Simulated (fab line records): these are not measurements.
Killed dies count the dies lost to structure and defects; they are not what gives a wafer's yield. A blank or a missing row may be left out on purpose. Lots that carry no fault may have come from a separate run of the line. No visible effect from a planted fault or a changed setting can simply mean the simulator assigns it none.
Lot-split experiment || flow sfqLine || on a route of 325 steps: 5 lots, 23 wafers read

== ON THE SPLIT ==
At SFQ_TRILAYER_M8_LITHO_COAT_193 (resist thk 600 nm), the setting resistThkNm was moved away from the recipe's 600 nm on 6 of the 23 wafers read, by -4.2% to +5.1%. For the rest of the wafers, this setting stayed at what the recipe calls for.

The split's own step is where the reading is taken.

== THE READING ==
KrF_of_TRILAYER_M8_LITHO_COAT_193.thkNm (the simulator's own value, which no gauge read), in nm, at SFQ_TRILAYER_M8_LITHO_COAT_193 (resist thk 600 nm). No usual value for it is given in the file. The 17 wafers here that ran the recipe average 600.5 nm, standard deviation 1.7 nm.

{"wafer": "L074.2", "tool, chamber at the split": "lithoTrack-01, 0", "resistThkNm as run, nm": 600, "against the recipe": "recipe", "KrF_of_TRILAYER_M8_LITHO_COAT_193.thkNm, nm": 598.9, "against lot-mates on the recipe": "-"}
{"wafer": "L074.3", "tool, chamber at the split": "lithoTrack-01, 0", "resistThkNm as run, nm": 590.6, "against the recipe": "-1.6%", "KrF_of_TRILAYER_M8_LITHO_COAT_193.thkNm, nm": 590, "against lot-mates on the recipe": -9.9}
{"wafer": "L074.4", "tool, chamber at the split": "lithoTrack-01, 0", "resistThkNm as run, nm": 600, "against the recipe": "recipe", "KrF_of_TRILAYER_M8_LITHO_COAT_193.thkNm, nm": 600, "against lot-mates on the recipe": "-"}
{"wafer": "L074.5", "tool, chamber at the split": "lithoTrack-01, 0", "resistThkNm as run, nm": 590.6, "against the recipe": "-1.6%", "KrF_of_TRILAYER_M8_LITHO_COAT_193.thkNm, nm": 590.7, "against lot-mates on the recipe": -9.2}
{"wafer": "L074.6", "tool, chamber at the split": "lithoTrack-01, 0", "resistThkNm as run, nm": 600, "against the recipe": "recipe", "KrF_of_TRILAYER_M8_LITHO_COAT_193.thkNm, nm": 600.8, "against lot-mates on the recipe": "-"}
{"wafer": "L076.1", "tool, chamber at the split": "lithoTrack-03, 0", "resistThkNm as run, nm": 630.9, "against the recipe": "+5.1%", "KrF_of_TRILAYER_M8_LITHO_COAT_193.thkNm, nm": 626.7, "against lot-mates on the recipe": "+28.8"}
{"wafer": "L076.2", "tool, chamber at the split": "lithoTrack-03, 0", "resistThkNm as run, nm": 630.9, "against the recipe": "+5.1%", "KrF_of_TRILAYER_M8_LITHO_COAT_193.thkNm, nm": 626.4, "against lot-mates on the recipe": "+28.5"}
{"wafer": "L076.3", "tool, chamber at the split": "lithoTrack-03, 0", "resistThkNm as run, nm": 600, "against the recipe": "recipe", "KrF_of_TRILAYER_M8_LITHO_COAT_193.thkNm, nm": 597.3, "against lot-mates on the recipe": "-"}
{"wafer": "L076.4", "tool, chamber at the split": "lithoTrack-03, 0", "resistThkNm as run, nm": 600, "against the recipe": "recipe", "KrF_of_TRILAYER_M8_LITHO_COAT_193.thkNm, nm": 596.8, "against lot-mates on the recipe": "-"}
{"wafer": "L076.6", "tool, chamber at the split": "lithoTrack-03, 0", "resistThkNm as run, nm": 600, "against the recipe": "recipe", "KrF_of_TRILAYER_M8_LITHO_COAT_193.thkNm, nm": 599.5, "against lot-mates on the recipe": "-"}
{"wafer": "L077.2", "tool, chamber at the split": "lithoTrack-02, 0", "resistThkNm as run, nm": 600, "against the recipe": "recipe", "KrF_of_TRILAYER_M8_LITHO_COAT_193.thkNm, nm": 602.1, "against lot-mates on the recipe": "-"}
{"wafer": "L077.3", "tool, chamber at the split": "lithoTrack-02, 0", "resistThkNm as run, nm": 574.7, "against the recipe": "-4.2%", "KrF_of_TRILAYER_M8_LITHO_COAT_193.thkNm, nm": 576.3, "against lot-mates on the recipe": -25.6}
{"wafer": "L077.4", "tool, chamber at the split": "lithoTrack-02, 0", "resistThkNm as run, nm": 574.7, "against the recipe": "-4.2%", "KrF_of_TRILAYER_M8_LITHO_COAT_193.thkNm, nm": 576.9, "against lot-mates on the recipe": -25.0}
{"wafer": "L077.5", "tool, chamber at the split": "lithoTrack-02, 0", "resistThkNm as run, nm": 600, "against the recipe": "recipe", "KrF_of_TRILAYER_M8_LITHO_COAT_193.thkNm, nm": 602.8, "against lot-mates on the recipe": "-"}
{"wafer": "L077.6", "tool, chamber at the split": "lithoTrack-02, 0", "resistThkNm as run, nm": 600, "against the recipe": "recipe", "KrF_of_TRILAYER_M8_LITHO_COAT_193.thkNm, nm": 600.7, "against lot-mates on the recipe": "-"}
{"wafer": "L079.1", "tool, chamber at the split": "lithoTrack-01, 0", "resistThkNm as run, nm": 600, "against the recipe": "recipe", "KrF_of_TRILAYER_M8_LITHO_COAT_193.thkNm, nm": 602.3, "against lot-mates on the recipe": "-"}
{"wafer": "L079.3", "tool, chamber at the split": "lithoTrack-01, 0", "resistThkNm as run, nm": 600, "against the recipe": "recipe", "KrF_of_TRILAYER_M8_LITHO_COAT_193.thkNm, nm": 600.2, "against lot-mates on the recipe": "-"}
{"wafer": "L079.4", "tool, chamber at the split": "lithoTrack-01, 0", "resistThkNm as run, nm": 600, "against the recipe": "recipe", "KrF_of_TRILAYER_M8_LITHO_COAT_193.thkNm, nm": 600.9, "against lot-mates on the recipe": "-"}
{"wafer": "L079.5", "tool, chamber at the split": "lithoTrack-01, 0", "resistThkNm as run, nm": 600, "against the recipe": "recipe", "KrF_of_TRILAYER_M8_LITHO_COAT_193.thkNm, nm": 603.3, "against lot-mates on the recipe": "-"}
{"wafer": "L079.6", "tool, chamber at the split": "lithoTrack-01, 0", "resistThkNm as run, nm": 600, "against the recipe": "recipe", "KrF_of_TRILAYER_M8_LITHO_COAT_193.thkNm, nm": 601.3, "against lot-mates on the recipe": "-"}
{"wafer": "L083.1", "tool, chamber at the split": "lithoTrack-02, 0", "resistThkNm as run, nm": 600, "against the recipe": "recipe", "KrF_of_TRILAYER_M8_LITHO_COAT_193.thkNm, nm": 599.6, "against lot-mates on the recipe": "-"}
{"wafer": "L083.2", "tool, chamber at the split": "lithoTrack-02, 0", "resistThkNm as run, nm": 600, "against the recipe": "recipe", "KrF_of_TRILAYER_M8_LITHO_COAT_193.thkNm, nm": 601.8, "against lot-mates on the recipe": "-"}
{"wafer": "L083.6", "tool, chamber at the split": "lithoTrack-02, 0", "resistThkNm as run, nm": 600, "against the recipe": "recipe", "KrF_of_TRILAYER_M8_LITHO_COAT_193.thkNm, nm": 600.9, "against lot-mates on the recipe": "-"}

FIT RESULTS
A straight line over all 23 wafers: KrF_of_TRILAYER_M8_LITHO_COAT_193.thkNm changes by +5.36 nm for each +1% of resistThkNm; r = +0.99; the points scatter about the line by 1.7 nm.
The same after taking each lot's own level away (the mean of its wafers on the recipe; 23 wafers): +5.75 nm for each +1%; r = +1.00; scatter 0.99 nm.
Per that fit: largest resistThkNm move, reading shift of 30 nm.
Across the lots, their own levels run from 597.87 to 601.87 nm, a range of 2.3 times the standard deviation given above.
So the lot-to-lot level changes the slope little: the two slopes agree.
Check: with one of the wafers moved furthest among these (+5.1%) left out of the fit, the line predicts +29.7 nm for it against its lot-mates. Against them it came out at +28.8 nm.

== FURTHER SPLITS ON THESE WAFERS ==
Note: prior to the reading, these wafers also went through further splits. Each is held against what the fit with the lots' levels taken away leaves over:
{"other split on the same wafers": "SFQ_TRILAYER_M6_LITHO_COAT_164 resistThkNm", "wafers away from the commonest value": 10, "r with KrF_of_TRILAYER_M8_LITHO_COAT_193.thkNm (lot level and that fit taken away)": -0.18}
{"other split on the same wafers": "SFQ_TRILAYER_M6_LITHO_PEB_162 pebTempC", "wafers away from the commonest value": 11, "r with KrF_of_TRILAYER_M8_LITHO_COAT_193.thkNm (lot level and that fit taken away)": "+0.03"}
{"other split on the same wafers": "SFQ_TRILAYER_I6_VIA_LITHO_COAT_174 resistThkNm", "wafers away from the commonest value": 6, "r with KrF_of_TRILAYER_M8_LITHO_COAT_193.thkNm (lot level and that fit taken away)": "+0.02"}
{"other split on the same wafers": "SFQ_TRILAYER_M7_LITHO_COAT_182 spinRpm", "wafers away from the commonest value": 7, "r with KrF_of_TRILAYER_M8_LITHO_COAT_193.thkNm (lot level and that fit taken away)": "+0.15"}
{"other split on the same wafers": "SFQ_TRILAYER_M7_BARC_OPEN_METAL_ETCH_229 icpW", "wafers away from the commonest value": 6, "r with KrF_of_TRILAYER_M8_LITHO_COAT_193.thkNm (lot level and that fit taken away)": -0.31}
{"other split on the same wafers": "SFQ_TRILAYER_I7_VIA_LITHO_PEB_190 pebTempC", "wafers away from the commonest value": 8, "r with KrF_of_TRILAYER_M8_LITHO_COAT_193.thkNm (lot level and that fit taken away)": "+0.04"}

== THE FILE'S OWN FIT ==
KrF_of_TRILAYER_M8_LITHO_COAT_193.thkNm changes by +5.76 nm for each +1% of resistThkNm, r = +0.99.
